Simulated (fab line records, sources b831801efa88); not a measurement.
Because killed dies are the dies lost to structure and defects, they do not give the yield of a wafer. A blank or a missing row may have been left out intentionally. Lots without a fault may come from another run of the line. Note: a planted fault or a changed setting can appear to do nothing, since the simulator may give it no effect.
Which tool was responsible?	flow sky130	10 lots with 30 wafers sampled at 3 steps, on a route of 708 steps

## WHAT EACH GAUGE READ, for each wafer
SKY_SPACER_THK_MEAS_01.
lot	measured	on	SPACER_CVD_00_THK (nm)
L777	day 23 06:03	film-metro-01	42.9 43.6 43.4
L778	day 24 00:55	film-metro-02	43.2 42.8 43.1
L780	day 24 17:35	film-metro-02	43.5 43.0 43.3
L782	day 25 15:07	film-metro-02	43.6 42.8 43.7
L785	day 26 14:05	film-metro-02	43.2 42.9 43.1
L786	day 26 22:23	film-metro-01	42.3 42.5 42.2
L787	day 27 06:52	film-metro-01	43.0 43.2 42.8
L788	day 27 15:04	film-metro-04	43.0 42.7 43.1
L791	day 28 04:00	film-metro-04	37.6 37.7 37.7 37.6 37.8 37.7
L792	day 28 10:09	film-metro-04	38.1 38.0 37.8 38.1 38.0 37.8

## TOOL THAT RAN EACH LOT (tool first, then ch and the chambers of the sampled wafers, then the start)
lot	SKY_LDD_N_STRIP_16	SKY_SPACER_CVD_00
L777	plasma-asher-01 ch 0,1, day 18 00:17	lpcvd-02 ch 1, day 23 04:49
L778	plasma-asher-01 ch 0,1, day 18 19:49	lpcvd-02 ch 0, day 23 23:42
L780	plasma-asher-01 ch 0,1, day 19 15:27	lpcvd-02 ch 1, day 24 16:21
L782	plasma-asher-03 ch 0,1, day 20 11:25	lpcvd-02 ch 1, day 25 13:53
L785	plasma-asher-02 ch 0,1, day 21 13:53	lpcvd-02 ch 1, day 26 12:52
L786	plasma-asher-02 ch 0,1, day 21 19:25	lpcvd-02 ch 0, day 26 20:34
L787	plasma-asher-01 ch 0,1, day 22 02:20	lpcvd-02 ch 0, day 27 05:03
L788	plasma-asher-03 ch 0,1, day 22 15:05	lpcvd-02 ch 1, day 27 13:51
L791	plasma-asher-03 ch 0, day 23 05:52	lpcvd-02 ch 0, day 28 02:47
L792	plasma-asher-01 ch 0,1, day 23 13:18	lpcvd-02 ch 0, day 28 08:55
- SKY_LDD_N_STRIP_16: strips in O2/N2.
- SKY_SPACER_CVD_00: deposits Si3N4 from DCS/NH3, target thk 43.1 nm, time 740 s.

## THE ANSWER, worked out from the rows above alone
Rule: the lots themselves supply what counts as usual. The widest of any qualifying gaps counts: lots, ordered by their means at a reading, are off when they make up no more than a third of the lots, leave a main group of 4 or more, and stand apart from it by 3 or more times the standard deviation of that group's means. If all means in a main group match to the digits the tables above print for the reading, that group is not used. A lot without any number at a reading at which 4 lots or more have one is off too. Any other lot the step has rows for is counted as sound.
Off: L791, L792, seen at SKY_SPACER_THK_MEAS_01 (SPACER_CVD_00_THK). Main group: mean 43.0 nm, sd 0.3.
If a tool, at a process step before that reading, ran all the lots that are off and no sound lot after the first of them, it fits. Those tools and the gauges at SKY_SPACER_THK_MEAS_01 are tried in the same way. Can't be told from this: 2 tools fit, lpcvd-02 at SKY_SPACER_CVD_00, film-metro-04 at SKY_SPACER_THK_MEAS_01.

## WHAT THE SIMULATOR HAD INSERTED
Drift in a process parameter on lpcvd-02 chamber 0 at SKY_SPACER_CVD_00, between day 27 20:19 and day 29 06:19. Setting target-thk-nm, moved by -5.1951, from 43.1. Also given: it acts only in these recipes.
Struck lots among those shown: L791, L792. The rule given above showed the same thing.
